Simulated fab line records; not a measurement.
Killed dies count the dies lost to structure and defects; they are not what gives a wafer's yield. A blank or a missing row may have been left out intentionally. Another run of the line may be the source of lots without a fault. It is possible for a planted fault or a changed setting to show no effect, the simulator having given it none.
A lot that was struck, set against a sound lot + flow sky130 + 17 out of 708 route steps
Sound: the wafers L994.1, L994.4, L994.6. Wafers L984.1, L984.3, L984.4 were the ones struck. At the end, the cause is stated.
For every step that has rows: the tool of each side, followed by ch and its chambers, followed by its first start. Under that, the readings that differ: sound wafers + struck wafers + difference of the means + sigmas: that difference in standard deviations of wafers without a fault.
alike: same words and numbers on both sides, and readings whose means sit less than 2 such deviations apart. not compared: any withheld reading, any reading some wafer has no value for, any bound like >300 that may hide the same value, and any number with overlapping values for which the record gives no deviation.
A row with sigmas, a row that says differs or no value, or rows on one side alone: a step with any of these is where the two part. Numbers that have no deviation but don't overlap get no sigmas and don't part them. A reading missing from all wafers of one side parts the sides only when that side holds two or more wafers.

first, 2 steps without rows for these wafers: SKY_LOCAL_INTERCONNECT_PEB_09; SKY_LOCAL_INTERCONNECT_DEVELOP_10 (develop time 60 s).
SKY_LOCAL_INTERCONNECT_CD_MEAS_11: the cd target is 170 nm.
  sound: cd-sem-01 at day 36 15:28; struck: cd-sem-01 at day 33 21:42
  alike: cd-nm
SKY_LOCAL_INTERCONNECT_OVL_MEAS_12:
  sound: overlay-01 at day 36 15:35; struck: overlay-01 at day 33 21:49
  alike: LOCAL_INTERCONNECT_OVL
SKY_LOCAL_INTERCONNECT_ETCH_13: etches BARC in N2/H2, stops on SiO2, time 45.9 s, target depth 60 nm.
  sound on rie-metal-04 ch 0,1, day 36 15:37; struck on rie-metal-04 ch 0,1, day 33 21:52
  alike: drypump-motor-current-A, n2-flow-sccm, oes-product-au, throttle-valve-pct
  not compared: rf-hours-counter-h
SKY_LOCAL_INTERCONNECT_METAL_ETCH_14: etches TiN in Cl2/BCl3, stops on PSG, target depth 110 nm, time 31.4 s.
  sound on rie-metal-04 ch 0,1, day 36 15:41; struck on rie-metal-04 ch 0,1, day 33 21:55
  alike: drypump-motor-current-A, oes-product-au, throttle-valve-pct
  not compared: rf-hours-counter-h
SKY_LOCAL_INTERCONNECT_STRIP_15: strips in O2/N2.
  sound on plasma-asher-01 ch 0,1, day 36 15:44; struck on plasma-asher-04 ch 0,1, day 33 21:58
  alike: drypump-motor-current-A, n2-flow-sccm, oes-product-au, strip-time-to-endpoint-s
  not compared: rf-hours-counter-h
then, 3 steps without rows for these wafers: SKY_LOCAL_INTERCONNECT_STRIP_16 (strips in post etch residue remover, time 1200 s); SKY_LOCAL_INTERCONNECT_CLEAN_17 (cleans in IPA, time 180 s); SKY_LOCAL_INTERCONNECT_CLEAN_18 (cleans in O3/DIW).
SKY_CONTACT_CVD_00: deposits Si3N4, target thk 75 nm.
  sound on pecvd-04 ch 0,1,2, day 36 16:22; struck on pecvd-01 ch 1,2, day 33 22:34
  alike: heater-power-w, susceptor-temp-C
SKY_CONTACT_THK_MEAS_01:
  sound: film-metro-01 at day 36 16:24; struck: film-metro-03 at day 33 22:37
  alike: CONTACT_CVD_00_THK
SKY_CONTACT_HDPCVD_02: deposits SiO2, target thk 565 nm, time 94.2 s.
  sound on hdpcvd-01 ch 1,2, day 36 16:28; struck on hdpcvd-01 ch 0,2, day 33 22:40
| reading                                     | sound             | struck            | difference | sigmas |
|---------------------------------------------|-------------------|-------------------|------------|--------|
| sih4-flow-sccm (sccm)                       | 59.98 60.13 60.26 | 72.13 72.20 72.17 | +12.04     | +63    |
| model.SiO2_of_CONTACT_HDPCVD_02.thk-nm (nm) | 565.3 565.4 565.8 | 681.4 679.5 681.2 | +115.2     |        |
  alike: susceptor-temp-C
SKY_CONTACT_THK_MEAS_03:
  sound: film-metro-03 at day 36 16:32; struck: film-metro-01 at day 33 22:44
| reading                 | sound       | struck      | difference | sigmas |
|-------------------------|-------------|-------------|------------|--------|
| CONTACT_HDPCVD_THK (nm) | 565 566 565 | 681 680 681 | +115       | +25    |
SKY_CONTACT_CMP_04: polishes SiO2.
  sound on cmp-02 ch 0,3, day 36 16:35; struck on cmp-02 ch 1,2,3, day 33 22:48
| reading                | sound    | struck      | difference | sigmas |
|------------------------|----------|-------------|------------|--------|
| time-to-endpoint-s (s) | 84 82 83 | 121 128 120 | +40        | +13    |
  alike: motor-current-A, platen-rpm
SKY_CONTACT_BOW_MEAS_05:
  sound: film-metro-01 at day 36 16:53; struck: film-metro-04 at day 33 23:06
  alike: CONTACT_BOW
next, for these wafers, 1 step has no rows: SKY_PAD_OPEN_PROBE_99.

WHERE THEY PART
First at SKY_CONTACT_HDPCVD_02; last, within this record, at SKY_CONTACT_CMP_04. Later steps at which nothing parts them and some readings are alike: SKY_CONTACT_BOW_MEAS_05.

WHY: what had been put in by the simulator
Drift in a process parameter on hdpcvd-01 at SKY_CONTACT_HDPCVD_02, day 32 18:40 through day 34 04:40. A move of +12 in setting sih4-flow-sccm, from 60. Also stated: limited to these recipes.
